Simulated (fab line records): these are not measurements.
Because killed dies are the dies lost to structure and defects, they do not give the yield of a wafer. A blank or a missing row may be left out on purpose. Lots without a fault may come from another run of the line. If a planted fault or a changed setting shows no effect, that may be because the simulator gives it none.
Chamber matching | flow gf180mcu | pecvd-03 running GF_SAB_CVD_00: 3 sister chambers
The step deposits SiO2 from TEOS, target thk 50 nm, time 4.9302 s. 3 wafers are shown with their chamber, then 7 later ones without.

WAFERS, EACH WITH ITS CHAMBER
wafer  | chamber | heater power w (W)
L241.6 | 1       | 704
L242.1 | 2       | 693
L242.3 | 0       | 563

WAFERS WHOSE CHAMBER IS MISSING
wafer  | heater power w (W)
L242.4 | 590
L251.1 | 647
L251.3 | 678
L251.6 | 681
L253.1 | 758
L253.2 | 617
L253.4 | 626

WHICH CHAMBER EACH ONE RAN IN
wafer  | from the rows above          | in truth
L242.4 | can't be placed: 0 or 2      | 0
L251.1 | can't be placed: 2 or 1 or 0 | 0
L251.3 | can't be placed: 2 or 1      | 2
L251.6 | can't be placed: 2 or 1      | 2
L253.1 | can't be placed: 1 or 2      | 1
L253.2 | can't be placed: 0 or 2 or 1 | 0
L253.4 | can't be placed: 0 or 2 or 1 | 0
Correct placement for 0 of the 7. These rows do not allow placing 7 (true chamber among the candidates in 7). Placed wrongly: 0.
How it was worked out, from the rows above alone: a wafer's distance from a chamber is the root of the sum, over the readings, of the square of ((its reading less the chamber's mean) divided by the reading's scatter). If the next closest chamber is less than 2 further off than the closest, the wafer can't be placed; otherwise it belongs to the closest. The mean given for a chamber averages the wafers shown for that chamber. The scatter (one wafer shown for each chamber): square how far every hidden wafer sits from the nearest shown wafer, average those squares and take the square root.
